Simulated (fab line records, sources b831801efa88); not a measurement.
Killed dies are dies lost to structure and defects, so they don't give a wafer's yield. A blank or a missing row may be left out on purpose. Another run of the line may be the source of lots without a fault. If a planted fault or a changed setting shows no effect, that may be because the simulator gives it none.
Which tool was responsible?    flow gf180mcu    6 lots with 18 wafers sampled at 2 steps, on a route of 602 steps

## WHAT THE GAUGES SHOWED, per wafer
GF_STI_THK_MEAS_04.
lot   measured     on            STI_CVD_03_THK (nm)
L157  day 1 18:34  filmMetro-01  196.1 197.3 195.3
L160  day 2 09:34  filmMetro-02  195.7 197.9 196.8
L165  day 3 10:35  filmMetro-02  240.0 238.5 237.9 239.9 238.6 237.9
L169  day 4 07:53  filmMetro-04  198.5 197.3 198.9
L175  day 5 17:41  filmMetro-04  194.7 196.0 196.3
L179  day 6 08:34  filmMetro-04  195.1 193.7 192.0

## WHAT TOOL EACH LOT RAN ON (gives the tool, then ch and the chambers of the sampled wafers, and finally the start)
lot   GF_STI_CVD_03
L157  lpcvd-01 ch 1, day 1 16:34
L160  lpcvd-01 ch 0, day 2 07:34
L165  lpcvd-01 ch 1, day 3 08:34
L169  lpcvd-02 ch 1, day 4 05:54
L175  lpcvd-02 ch 0, day 5 15:41
L179  lpcvd-02 ch 0, day 6 06:34
- GF_STI_CVD_03: deposits Si3N4 from DCS/NH3, target thk 207.16 nm, time 3551 s.

## THE ANSWER, worked out from the rows above alone
Rule: the usual values come from the lots themselves. The widest of any qualifying gaps counts: lots, ordered by their means at a reading, are off when they make up no more than a third of the lots, leave a main group of 4 or more, and stand apart from it by 3 or more times the standard deviation of that group's means. If all means in a main group match to the digits the tables above print for the reading, that group is not used. A lot without any number at a reading at which 4 lots or more have one is off too. All remaining lots with rows at the step are treated as sound.
Off: L165, at GF_STI_THK_MEAS_04 (STI_CVD_03_THK). The main group: mean 196.1 nm, standard deviation 1.5.
If a tool, at a process step before that reading, ran all the lots that are off and no sound lot after the first of them, it fits. Those tools and the gauges at GF_STI_THK_MEAS_04 are tried in the same way. 2 tools fit, lpcvd-01 at GF_STI_CVD_03 and filmMetro-02 at GF_STI_THK_MEAS_04, so this cannot tell which one it is.

## WHAT THE SIMULATOR HAD PUT IN
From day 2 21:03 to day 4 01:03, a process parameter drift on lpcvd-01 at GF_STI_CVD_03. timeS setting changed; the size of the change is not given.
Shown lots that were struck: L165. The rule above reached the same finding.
